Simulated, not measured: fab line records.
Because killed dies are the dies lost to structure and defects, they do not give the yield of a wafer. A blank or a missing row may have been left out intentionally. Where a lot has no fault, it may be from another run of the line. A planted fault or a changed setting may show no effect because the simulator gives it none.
Chamber matching | flow gf180mcu | GF_V1_CVD_02 on pecvd-02 has 3 sister chambers
The step deposits SiO2 from TEOS, target thk 850 nm, time 94.851 s. 6 wafers are shown with their chamber, then 8 later ones without.

## WAFERS WITH THEIR CHAMBER
wafer  | chamber | heaterPowerW (W)
L294.3 | 2       | 663
L294.6 | 0       | 525
L296.3 | 1       | 628
L296.4 | 1       | 495
L296.5 | 0       | 530
L299.4 | 2       | 762

## WAFERS WHOSE CHAMBER IS MISSING
wafer  | heaterPowerW (W)
L299.5 | 499
L299.6 | 696
L300.3 | 606
L300.4 | 638
L300.5 | 713
L301.1 | 618
L301.4 | 479
L301.5 | 693

## THE CHAMBER EACH PASSED THROUGH
wafer  | from the rows above          | in truth
L299.5 | can't be placed: 0 or 1      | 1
L299.6 | can't be placed: 2 or 1      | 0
L300.3 | can't be placed: 1 or 0 or 2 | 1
L300.4 | can't be placed: 2 or 1 or 0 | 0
L300.5 | 2                            | 2
L301.1 | can't be placed: 1 or 0 or 2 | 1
L301.4 | can't be placed: 0 or 1      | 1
L301.5 | can't be placed: 2 or 1      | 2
1 of 8 placed correctly. Cannot be placed on the basis of these rows: 7; the candidates contain the true chamber in 6. Number placed wrongly: 0.
How it was worked out, from the rows above alone: a wafer's distance from a chamber is the root of the sum, over the readings, of the square of ((its reading less the chamber's mean) divided by the reading's scatter). If the next closest chamber is less than 2 further off than the closest, the wafer can't be placed; otherwise it belongs to the closest. A chamber's mean is the mean of its shown wafers. The scatter is the square root of a quotient: the sum, over the shown wafers, of each reading's squared deviation from its chamber's mean, divided by wafers minus chambers.
